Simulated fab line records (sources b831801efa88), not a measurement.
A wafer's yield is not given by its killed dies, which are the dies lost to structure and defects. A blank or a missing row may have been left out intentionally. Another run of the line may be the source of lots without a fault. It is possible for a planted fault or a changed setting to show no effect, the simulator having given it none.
A lot that was struck, set against a sound lot	flow sky130	35 out of 708 route steps
Sound: the wafers L156.2, L156.3, L156.4. Wafers struck: L167.2, L167.4, L167.6. The cause comes at the end.
At each step with rows: each side's tool, then ch and its chambers, then its first start. Under that, the readings that differ: sound wafers	struck wafers	difference of the means	sigmas: that difference in standard deviations of wafers without a fault.
alike: readings whose means differ by less than 2 such deviations, and words and numbers that are the same on both sides. not compared: withheld readings, readings that some wafer has no value for, bounds like >300 that may hide the same value, and numbers for which the record gives no deviation and whose values overlap.
Wherever a step has rows on one side only, a row that says differs or no value, or a row with sigmas, the two part there. Non-overlapping numbers with no deviation appear without sigmas and do not part them. Lack of a reading on every wafer of one side parts them only where that side has two or more wafers.

first, 10 steps without rows for these wafers: SKY_GATE_OXIDE_IMPLANT_11; SKY_GATE_OXIDE_WET_ETCH_12 (etches SiO2 in dHF, target depth 16.8 nm, time 336 s); SKY_GATE_OXIDE_STRIP_13 (strips in O2/N2); SKY_GATE_OXIDE_CLEAN_15 (cleans in SC1/SC2, time 150 s); SKY_GATE_OXIDE_OXIDATION_16 (stabilise 600 s, purge 300 s, target thk 3.57 nm); SKY_POLY_GATE_CVD_00 (deposits poly-Si, target thk 180 nm, time 720 s); SKY_RES_PROTECT_DEHYDRATE_00 (time 60 s); SKY_RES_PROTECT_HMDS_01 (prime time 60 s); SKY_RES_PROTECT_COAT_02 (resist thk 1140 nm); SKY_RES_PROTECT_SOFTBAKE_03 (time 60 s).
SKY_RES_PROTECT_EXPOSE_04: exposes mask RPM, target cd 1270 nm.
  sound on ilineStepper-01 ch 0, day 14 07:11; struck on ilineStepper-01 ch 0, day 18 03:15
reading	sound	struck	difference	sigmas
model.RES_PROTECT.overlayXNm (nm)	-0.4591 -0.4591 -0.4591	292.2 292.2 292.2	+292.7	
  alike: mask, reticleTempC
then, 23 steps without rows for these wafers: SKY_RES_PROTECT_PEB_05; SKY_RES_PROTECT_DEVELOP_06 (develop time 60 s); SKY_POLY_GATE_IMPLANT_02; SKY_RES_PROTECT_STRIP_07 (strips in O2/N2); SKY_RES_PROTECT_CLEAN_09 (cleans in SC1/SC2, time 150 s); SKY_POLY_GATE_CVD_03 (deposits Si3N4 from DCS/NH3, target thk 75 nm, time 1290 s); SKY_POLY_GATE_DEHYDRATE_05 (time 60 s); SKY_POLY_GATE_HMDS_06 (prime time 60 s); SKY_POLY_GATE_COAT_07 (resist thk 110 nm); SKY_POLY_GATE_COAT_08 (resist thk 450 nm); SKY_POLY_GATE_SOFTBAKE_09 (time 90 s); SKY_POLY_GATE_EXPOSE_10 (exposes mask P1M, target cd 150 nm); SKY_POLY_GATE_PEB_11; SKY_POLY_GATE_DEVELOP_12 (develop time 60 s); SKY_POLY_GATE_ETCH_15 (etches BARC in N2/H2, stops on SiO2, time 118.5 s, target depth 110 nm); SKY_POLY_GATE_ETCH_16 (etches Si3N4 in CH3F/O2, stops on poly-Si, time 147.5 s, target depth 75 nm); SKY_POLY_GATE_ETCH_17 (etches poly-Si in HBr/Cl2, stops on SiO2, target depth 180 nm, time 70.5 s); SKY_POLY_GATE_STRIP_18 (strips in O2/N2); SKY_POLY_GATE_CLEAN_19 (cleans in SC1/SC2, time 150 s); SKY_POLY_GATE_OXIDATION_20 (stabilise 600 s, purge 300 s, target thk 4 nm); SKY_LDD_N_DEHYDRATE_00 (time 60 s); SKY_LDD_N_HMDS_01 (prime time 60 s); SKY_LDD_N_COAT_02 (resist thk 300 nm).
-- the record jumps here: 30 days lie between the struck wafers' starts before and after (it left off in module LDD_N and takes up again in module PAD_OPEN, whose first step shown is number 708 of the route) --
SKY_PAD_OPEN_PROBE_99:
  sound: prober-02 at day 45 08:19; struck: prober-01 at day 47 23:59
reading	sound	struck	difference	sigmas
killedAtFrontEnd	15 12 11	19 23 22	+9	+2
killedAtOther	0 0 0	45 50 52	+49	+79
killedDies	70 94 88	123 131 137	+46	+5
model.etest.resXhighPo.lineOhmUm	5595 5663 5525	962.7 932 975.1	-4637.7	
model.etest.resXhighPo.widthNm (nm)	347.1 347.3 347.1	2241 2242 2219	+1887	
model.etest.resHighPo.lineOhmUm	745.5 742.7 734.9	432.1 416 428.3	-315.6	
model.etest.resHighPo.widthNm (nm)	347.1 346.7 345.8	632.7 631.6 627.5	+284.1	
  alike: killed_at_M0_to_M3, killed_at_M4_up, killedAtContacts, killedOnRim, killedOpen, killedShort

WHERE THEY PART
At SKY_PAD_OPEN_PROBE_99 and nowhere else, as far as this record goes.

WHY: the cause the simulator had injected
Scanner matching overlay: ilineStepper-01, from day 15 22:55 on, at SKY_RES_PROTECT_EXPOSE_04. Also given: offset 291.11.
